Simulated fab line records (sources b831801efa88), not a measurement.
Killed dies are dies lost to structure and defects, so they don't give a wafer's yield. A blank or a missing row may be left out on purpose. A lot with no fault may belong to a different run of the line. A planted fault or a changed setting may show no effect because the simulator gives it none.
fab line records	flow sky130
record lots=6	wafers=18	last_day=49
route steps=708 shown VT_ADJUST_PCH@146 SONOS_TUNNEL@154 PAD_OPEN@708
lots that met no fault: taken from a fault-free run of the same line
start_h: start of the lot's first displayed wafer, in hours after the record's first day	wait_h: hours from the lot's prior step to this one	" repeats the value in the row above	L1.1+2: several wafers, shown together as one row	- either no value or no given start	* or withheld: withheld	< > ~ a bound
route shown NAME@n: NAME is a module with steps in the file, n the number in the route of the first one	usual: average and standard deviation across the fault-free wafers	same: alike in all rows	chamber/n: place in a boat	sites: each site's reading	_std_site: standard deviation across them	_edge_site: inner sites' mean taken away from outer sites' mean	radius_mm: for every site, how far away it sits from the centre of the wafer	mask NAME#n: copy n	behind: the tool/chamber that last shaped the wafer	hold: the reason the lot was held/the length of the hold in hours/how it ended	device: which transistor (n, p or np) failed to switch	end of line: tests run on the same wafers once the route is complete	step lacking rows: just its recipe	killed: not the wafer's yield, but the dies lost to structure and defects at the first sort	map: per-die view of a wafer (x killed, . not killed, _ where there is no die)
set.NAME: the setting that was run; set.NAME@STEP: the one run at that earlier step	model.NAME: the simulator's own value behind a step, which no gauge read
lots seen at some steps along the route; tables by step, rows by wafer
services: from which hour (start_h, from the record's first day; less than 0 if before it) a tool's chamber was out of use, for how many hours, and why
## steps
# step SKY_VT_ADJUST_PCH_SOFTBAKE_03
# recipe temp_c=110	time_s=withheld
# step SKY_VT_ADJUST_PCH_EXPOSE_04
# recipe mask_id=NWM	na=0.6	source_shape=conventional	sigma_outer=0.6	polarization=unpolarized	target_cd_nm=840	dose_mj=255
# step SKY_VT_ADJUST_PCH_PEB_05
# recipe temp_c=115	time_s=withheld
# step SKY_VT_ADJUST_PCH_DEVELOP_06
# recipe wall_angle_deg=90	developer=TMAH	develop_time_s=60	dev_temp_c=23
# step SKY_VT_ADJUST_PCH_OVL_MEAS_07
# usual VT_ADJUST_PCH_OVL=0.2/1.4
lot.wafer	tool	chamber	start_h	wait_h	VT_ADJUST_PCH_OVL[nm]
L456.3	overlay-01	-	261.41	-	1.5
L456.4	"	-	"	"	-0.8
L456.5	"	-	"	"	1.5
L458.2	overlay-02	-	278.71	-	0.3
L458.5	"	-	"	"	0.0
L458.6	"	-	"	"	-1.0
L462.1	overlay-02	-	308.53	-	2.0
L462.5	"	-	"	"	2.6
L462.6	"	-	"	"	1.3
L467.1	overlay-01	-	344.56	-	-1.5
L467.4	"	-	"	"	0.7
L467.5	"	-	"	"	-2.4
L468.2	overlay-02	-	362.84	-	-2.6
L468.3	"	-	"	"	-3.5
L468.6	"	-	"	"	-3.0
L469.1	overlay-02	-	364.91	-	-0.7
L469.2	"	-	"	"	0.4
L469.6	"	-	"	"	-0.3
# step SKY_VT_ADJUST_PCH_IMPLANT_08
# recipe species=B	energy_kev=10	dose_cm2=5e+11	tilt_deg=withheld
# step SKY_VT_ADJUST_PCH_STRIP_09
# recipe chemistry=O2/N2	power_w=1400	pressure_mtorr=1500	platen_temp_c=withheld	o2_flow_sccm=3000	n2_flow_sccm=300	overash_fraction=0.5
# usual drypump_motor_current_A=5.6/0.44	o2_flow_sccm=2999/8.6	oes_product_au=0.722/0.0049	strip_time_to_endpoint_s=37.00/0.091
lot.wafer	tool	chamber	start_h	wait_h	drypump_motor_current_A	o2_flow_sccm	oes_product_au	rf_hours_counter_h	strip_time_to_endpoint_s
L456.3	plasma_asher-02	0	261.62	0.1	5.6	2996	0.721	-	36.96
L456.4	"	1	"	"	5.8	3004	0.727	-	37.04
L456.5	"	0	"	"	5.6	2996	0.726	-	36.90
L458.2	plasma_asher-01	0	278.89	0.1	4.8	3006	0.722	60	36.96
L458.5	"	0	"	"	4.8	3011	0.716	-	36.96
L458.6	"	1	"	"	6.2	3008	0.723	-	36.99
L462.1	plasma_asher-03	0	308.72	0.1	5.7	2992	0.723	19	36.94
L462.5	"	0	"	"	5.8	2993	0.724	-	36.87
L462.6	"	1	"	"	5.5	2998	0.714	-	36.89
L467.1	plasma_asher-03	0	344.75	0.1	5.7	3000	0.720	23	37.12
L467.4	"	0	"	"	5.8	3002	0.721	-	37.13
L467.5	"	0	"	"	5.7	2985	0.729	-	37.09
L468.2	plasma_asher-01	1	363.02	0.1	6.2	3004	0.715	69	37.10
L468.3	"	1	"	"	6.3	3008	0.723	-	37.03
L468.6	"	0	"	"	4.8	2996	0.723	-	37.01
L469.1	plasma_asher-03	1	365.10	0.1	5.5	3005	0.719	25	36.92
L469.2	"	0	"	"	5.7	2999	0.719	25	36.98
L469.6	"	0	"	"	5.7	3015	0.723	-	37.02
# step SKY_VT_ADJUST_PCH_TW_MEAS_10
# usual VT_ADJUST_PCH_TW=141.6/1.1
lot.wafer	tool	chamber	start_h	wait_h	VT_ADJUST_PCH_TW
L456.3	film_metro-03	-	261.71	0.1	140.3
L456.4	"	-	"	"	141.5
L456.5	"	-	"	"	141.2
L458.2	film_metro-02	-	279.00	0.1	141.4
L458.5	"	-	"	"	140.7
L458.6	"	-	"	"	141.0
L462.1	film_metro-04	-	308.82	0.1	142.3
L462.5	"	-	"	"	143.3
L462.6	"	-	"	"	142.9
L467.1	film_metro-02	-	344.85	0.1	140.9
L467.4	"	-	"	"	141.6
L467.5	"	-	"	"	140.9
L468.2	film_metro-04	-	363.13	0.1	142.3
L468.3	"	-	"	"	143.5
L468.6	"	-	"	"	143.3
L469.1	film_metro-04	-	365.20	0.1	143.6
L469.2	"	-	"	"	143.0
L469.6	"	-	"	"	143.9
# step SKY_SONOS_TUNNEL_DEHYDRATE_00
# recipe temp_c=200	time_s=60
# step SKY_SONOS_TUNNEL_HMDS_01
# recipe prime_time_s=60	prime_temp_c=120
# step SKY_SONOS_TUNNEL_COAT_02
# recipe resist=NOVOLAK	spin_rpm=3000	resist_thk_nm=1140
# step SKY_SONOS_TUNNEL_SOFTBAKE_03
# recipe temp_c=90	time_s=61.83	resist=NOVOLAK
# usual plate_sensor_t_centre_C=90.757/0.0097	plate_sensor_t_edge_C=90.829/0.0096	resist_line_temp_C=23.00/0.11
lot.wafer	tool	chamber	start_h	wait_h	plate_sensor_t_centre_C	plate_sensor_t_edge_C	resist_line_temp_C
L456.3	litho_track-03	0	273.68	0.1	90.763	90.818	22.98
L456.4	"	0	"	"	90.757	90.823	23.14
L456.5	"	0	"	"	90.766	90.822	23.04
L458.2	litho_track-04	0	290.67	0.1	90.752	90.839	22.91
L458.5	"	0	"	"	90.755	90.834	22.93
L458.6	"	0	"	"	90.756	90.824	22.85
L462.1	litho_track-04	0	321.35	0.1	90.755	90.820	23.08
L462.5	"	0	"	"	90.750	90.810	22.95
L462.6	"	0	"	"	90.738	90.814	23.07
L467.1	litho_track-02	0	358.39	0.1	90.767	90.815	23.03
L467.4	"	0	"	"	90.767	90.823	22.86
L467.5	"	0	"	"	90.756	90.821	23.16
L468.2	litho_track-04	0	377.12	0.1	90.751	90.822	23.02
L468.3	"	0	"	"	90.739	90.814	23.07
L468.6	"	0	"	"	90.759	90.830	23.22
L469.1	litho_track-03	0	379.28	0.1	90.758	90.821	22.98
L469.2	"	0	"	"	90.748	90.837	22.93
L469.6	"	0	"	"	90.756	90.839	22.86
# step SKY_SONOS_TUNNEL_EXPOSE_04
# recipe mask_id=TUNM	na=0.6	source_shape=conventional	sigma_outer=0.6	polarization=unpolarized	target_cd_nm=410	dose_mj=136
# usual exposure_dose_mJ_cm2=135.89/0.14
lot.wafer	tool	chamber	start_h	wait_h	mask	exposure_dose_mJ_cm2
L456.3	iline_stepper-01	0	273.82	-	TUNM#0	136.01
L456.4	"	0	"	"	TUNM#0	135.75
L456.5	"	0	"	"	TUNM#0	136.06
L458.2	iline_stepper-02	0	290.94	-	TUNM#0	135.82
L458.5	"	0	"	"	TUNM#0	136.02
L458.6	"	0	"	"	TUNM#0	135.79
L462.1	iline_stepper-02	0	321.50	-	TUNM#0	135.86
L462.5	"	0	"	"	TUNM#0	135.95
L462.6	"	0	"	"	TUNM#0	135.95
L467.1	iline_stepper-01	0	358.66	-	TUNM#0	129.92
L467.4	"	0	"	"	TUNM#0	129.99
L467.5	"	0	"	"	TUNM#0	129.76
L468.2	iline_stepper-01	0	377.27	-	TUNM#0	131.18
L468.3	"	0	"	"	TUNM#0	131.34
L468.6	"	0	"	"	TUNM#0	131.07
L469.1	iline_stepper-02	0	379.56	-	TUNM#0	135.91
L469.2	"	0	"	"	TUNM#0	136.15
L469.6	"	0	"	"	TUNM#0	135.76
# step SKY_SONOS_TUNNEL_PEB_05
# recipe temp_c=withheld	time_s=*	resist=NOVOLAK
# step SKY_SONOS_TUNNEL_DEVELOP_06
# recipe resist=NOVOLAK	developer=TMAH	develop_time_s=60	dev_temp_c=23
# step SKY_SONOS_TUNNEL_CD_MEAS_07
# recipe target_cd_nm=410
# usual cd_nm=408.9/2.5
lot.wafer	tool	chamber	start_h	wait_h	cd_nm
L456.3	cd_sem-01	-	285.73	0.1	410.9
L456.4	"	-	"	"	409.2
L456.5	"	-	"	"	409.6
L458.2	cd_sem-02	-	303.77	0.1	402.0
L458.5	"	-	"	"	402.9
L458.6	"	-	"	"	402.7
L462.1	cd_sem-02	-	334.80	0.1	404.4
L462.5	"	-	"	"	404.9
L462.6	"	-	"	"	403.4
L467.1	cd_sem-01	-	372.14	0.1	396.4
L467.4	"	-	"	"	394.0
L467.5	"	-	"	"	396.7
L468.2	cd_sem-02	-	390.37	0.1	398.6
L468.3	"	-	"	"	399.7
L468.6	"	-	"	"	396.8
L469.1	cd_sem-02	-	392.74	0.1	406.1
L469.2	"	-	"	"	407.5
L469.6	"	-	"	"	405.1
# step SKY_SONOS_TUNNEL_OVL_MEAS_08
# usual SONOS_TUNNEL_OVL=-0.5/1.4
lot.wafer	tool	chamber	start_h	wait_h	SONOS_TUNNEL_OVL[nm]
L456.3	overlay-01	-	285.82	0.1	0.7
L456.4	"	-	"	"	2.4
L456.5	"	-	"	"	-0.7
L458.2	overlay-01	-	303.88	0.1	0.9
L458.5	"	-	"	"	1.6
L458.6	"	-	"	"	0.3
L462.1	overlay-02	-	334.92	0.1	0.0
L462.5	"	-	"	"	-0.9
L462.6	"	-	"	"	1.8
L467.1	overlay-02	-	372.26	0.1	-0.2
L467.4	"	-	"	"	0.0
L467.5	"	-	"	"	0.1
L468.2	overlay-01	-	390.47	0.1	-1.2
L468.3	"	-	"	"	-1.0
L468.6	"	-	"	"	-2.3
L469.1	overlay-02	-	392.86	0.1	-1.1
L469.2	"	-	"	"	-1.3
L469.6	"	-	"	"	-0.4
# step SKY_PAD_OPEN_PROBE_99
# usual killed_at_M0_to_M3=43/6.4	killed_at_M4_up=3.5/1.8	killed_at_contacts=25/5.7	killed_at_front_end=15/3.9	killed_at_other=0.3/0.67	killed_dies=87/8.6	killed_open=47/6.7	killed_short=39/5.9
# same gross_dies=492	killed_at_back_side=0
lot.wafer	tool	chamber	start_h	wait_h	killed_at_M0_to_M3	killed_at_M4_up	killed_at_contacts	killed_at_front_end	killed_at_other	killed_dies	killed_open	killed_short
L456.3	prober-01	-	1109.23	0.2	47	5	20	11	0	83	41	42
L456.4	prober-01	-	1109.28	0.2	38	6	26	12	1	83	45	38
L456.5	prober-01	-	1109.33	0.2	47	8	30	9	0	94	47	46
L458.2	prober-01	-	1116.76	0.1	50	5	22	20	0	97	55	42
L458.5	prober-01	-	1116.91	0.2	33	5	15	18	0	71	43	28
L458.6	prober-01	-	1116.96	0.2	47	4	26	14	0	91	53	38
L462.1	prober-02	-	1142.13	0.1	40	3	19	17	0	79	37	42
L462.5	prober-02	-	1142.33	0.2	40	5	27	12	0	84	49	34
L462.6	prober-02	-	1142.38	0.2	42	3	34	17	0	96	56	39
L467.1	prober-02	-	1170.60	0.1	52	3	27	14	1	97	52	45
L467.4	prober-02	-	1170.75	0.2	43	3	26	18	0	90	55	35
L467.5	prober-02	-	1170.80	0.2	48	4	19	20	0	91	46	45
L468.2	prober-01	-	1173.31	0.1	37	4	17	15	0	73	37	36
L468.3	prober-01	-	1173.36	0.2	34	3	31	12	4	84	51	31
L468.6	prober-01	-	1173.51	0.2	41	4	25	14	0	84	45	39
L469.1	prober-02	-	1178.02	0.1	34	7	21	10	0	72	39	33
L469.2	prober-02	-	1178.07	0.1	51	4	20	14	0	89	53	35
L469.6	prober-02	-	1178.27	0.2	41	3	16	20	0	80	43	37
# killed by level:class
L456.3 VIA1:geometric_particle:open=10 CONTACT:geometric_particle:open=9 VIA2:geometric_particle:open=6 VIA3:geometric_particle:open=6 VIA3:geometric_particle:short=6 POLY_GATE:geometric_particle:short=5 METAL2:geometric_particle:short=5 VIA2:geometric_particle:short=4
L456.4 VIA3:geometric_particle:open=8 LI_CONTACT:geometric_particle:open=7 LOCAL_INTERCONNECT:geometric_particle:short=6 VIA1:geometric_particle:open=6 FIELD_ISO:geometric_particle:open=5 CONTACT:geometric_particle:short=5 CONTACT:geometric_particle:open=5 METAL2:geometric_particle:short=5
L456.5 CONTACT:geometric_particle:open=13 VIA3:geometric_particle:open=9 METAL1:geometric_particle:short=7 VIA1:geometric_particle:short=6 VIA1:geometric_particle:open=6 METAL4:geometric_particle:short=6 LI_CONTACT:geometric_particle:open=5 CONTACT:geometric_particle:short=5
L458.2 VIA1:geometric_particle:open=12 CONTACT:geometric_particle:open=10 METAL2:geometric_particle:short=7 VIA2:geometric_particle:open=7 VIA1:geometric_particle:short=6 FIELD_ISO:geometric_particle:open=5 LI_CONTACT:geometric_particle:open=5 VIA3:geometric_particle:open=5
L458.5 VIA1:geometric_particle:open=10 POLY_GATE:geometric_particle:open=9 LI_CONTACT:geometric_particle:open=6 POLY_GATE:geometric_particle:short=5 VIA1:geometric_particle:short=5 METAL2:geometric_particle:short=5 CONTACT:geometric_particle:open=4 LOCAL_INTERCONNECT:geometric_particle:short=3
L458.6 VIA1:geometric_particle:open=12 CONTACT:geometric_particle:open=10 LI_CONTACT:geometric_particle:open=8 FIELD_ISO:geometric_particle:open=5 METAL1:geometric_particle:short=5 VIA1:geometric_particle:short=5 VIA2:geometric_particle:open=5 FIELD_ISO:geometric_particle:short=4
L462.1 VIA1:geometric_particle:open=10 FIELD_ISO:geometric_particle:short=7 LI_CONTACT:geometric_particle:open=7 VIA3:geometric_particle:open=6 VIA3:geometric_particle:short=6 POLY_GATE:geometric_particle:open=4 LI_CONTACT:geometric_particle:short=4 LOCAL_INTERCONNECT:geometric_particle:short=4
L462.5 VIA1:geometric_particle:open=9 CONTACT:geometric_particle:open=9 METAL1:geometric_particle:short=9 CONTACT:geometric_particle:short=7 LI_CONTACT:geometric_particle:open=6 VIA2:geometric_particle:open=6 POLY_GATE:geometric_particle:open=4 FIELD_ISO:geometric_particle:open=3
L462.6 VIA1:geometric_particle:open=15 CONTACT:geometric_particle:open=10 LI_CONTACT:geometric_particle:open=8 LOCAL_INTERCONNECT:geometric_particle:short=6 CONTACT:geometric_particle:short=5 VIA3:geometric_particle:open=5 POLY_GATE:geometric_particle:open=4 METAL1:geometric_particle:short=4
L467.1 VIA2:geometric_particle:open=11 LI_CONTACT:geometric_particle:open=9 CONTACT:geometric_particle:open=9 METAL1:geometric_particle:short=9 METAL2:geometric_particle:short=8 VIA3:geometric_particle:open=8 VIA1:geometric_particle:open=6 VIA2:geometric_particle:short=5
L467.4 LI_CONTACT:geometric_particle:open=14 VIA1:geometric_particle:open=10 FIELD_ISO:geometric_particle:open=9 VIA3:geometric_particle:open=7 VIA2:geometric_particle:open=6 VIA3:geometric_particle:short=4 POLY_GATE:geometric_particle:short=4 CONTACT:geometric_particle:open=4
L467.5 CONTACT:geometric_particle:open=8 VIA3:geometric_particle:open=8 FIELD_ISO:geometric_particle:open=6 METAL1:geometric_particle:short=6 LI_CONTACT:geometric_particle:open=5 VIA1:geometric_particle:short=5 VIA1:geometric_particle:open=5 METAL3:geometric_particle:short=5
L468.2 VIA1:geometric_particle:open=7 VIA2:geometric_particle:open=6 VIA3:geometric_particle:open=6 METAL1:geometric_particle:short=5 FIELD_ISO:geometric_particle:open=4 LI_CONTACT:geometric_particle:short=4 LOCAL_INTERCONNECT:geometric_particle:short=4 METAL2:geometric_particle:short=4
L468.3 CONTACT:geometric_particle:open=15 METAL2:geometric_particle:short=9 LI_CONTACT:geometric_particle:open=8 VIA3:geometric_particle:open=6 FIELD_ISO:geometric_particle:open=5 VIA1:geometric_particle:open=5 VIA2:geometric_particle:open=5 FIELD_ISO:geometric_particle:short=4
L468.6 CONTACT:geometric_particle:open=10 VIA2:geometric_particle:open=7 CONTACT:geometric_particle:short=7 VIA1:geometric_particle:open=7 METAL2:geometric_particle:short=6 POLY_GATE:geometric_particle:open=5 METAL1:geometric_particle:short=4 VIA3:geometric_particle:open=4
L469.1 VIA1:geometric_particle:open=7 CONTACT:geometric_particle:open=7 LI_CONTACT:geometric_particle:open=6 VIA2:geometric_particle:open=6 METAL4:geometric_particle:short=6 VIA1:geometric_particle:short=5 VIA3:geometric_particle:short=5 LI_CONTACT:geometric_particle:short=4
L469.2 VIA1:geometric_particle:open=14 METAL2:geometric_particle:short=10 VIA2:geometric_particle:open=10 CONTACT:geometric_particle:open=9 VIA3:geometric_particle:open=7 FIELD_ISO:geometric_particle:open=5 LI_CONTACT:geometric_particle:open=5 VIA1:geometric_particle:short=4
L469.6 VIA1:geometric_particle:open=10 METAL2:geometric_particle:short=10 CONTACT:geometric_particle:open=8 METAL1:geometric_particle:short=5 POLY_CUT:geometric_particle:open=5 VIA1:geometric_particle:short=4 VIA3:geometric_particle:open=4 FIELD_ISO:geometric_particle:open=3
## services
tool	chamber	start_h	hours	kind
iline_stepper-01	-	253.32	1.7	pm
iline_stepper-02	-	263.15	2.5	repair
iline_stepper-02	-	280.30	1.7	pm
iline_stepper-01	-	288.07	4.4	pm
iline_stepper-02	-	294.80	8.9	pm
plasma_asher-02	-	301.22	18.8	pm
plasma_asher-02	-	320.17	10.7	repair
plasma_asher-01	-	330.57	2.8	pm
iline_stepper-02	0	337.94	-	calibration
iline_stepper-01	-	370.16	2.1	pm
iline_stepper-01	-	372.24	-	consumable_replace:lamp
## key
first_sign step=SKY_SONOS_TUNNEL_EXPOSE_04	reading=exposure_dose_mJ_cm2	direction=down	sigmas=39	usual=*	struck=*
effect step=SKY_SONOS_TUNNEL_CD_MEAS_07	reading=cd_nm	direction=down	sigmas=4.7	usual=408.9	struck=397.0	through=control_loop
met_at SKY_SONOS_TUNNEL_EXPOSE_04
struck_wafers L467.1,L467.4,L467.5,L468.2,L468.3,L468.6
tester_left_out L467,L468
loop_trim step=SKY_SONOS_TUNNEL_EXPOSE_04	setting=dose	lots=L468
onset_between 273.82 358.66
fault kind=process_parameter_drift	tool=iline_stepper-01	chamber=-	onset_h=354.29	steps=SKY_SONOS_TUNNEL_EXPOSE_04	channel=dose_mj	offset=-6.0254	shape=step	acts_in=these_recipes_only	stated=136
# tester_left_out: of these lots the tester's yield and bins aren't shown, on N5 and GAA mostly nor the transistor test; their killed dies are dies lost to structure and defects alone, not to doping, threshold or leakage, so they don't give the yield
# loop_trim: a control loop set the setting to another value than it would have without faults
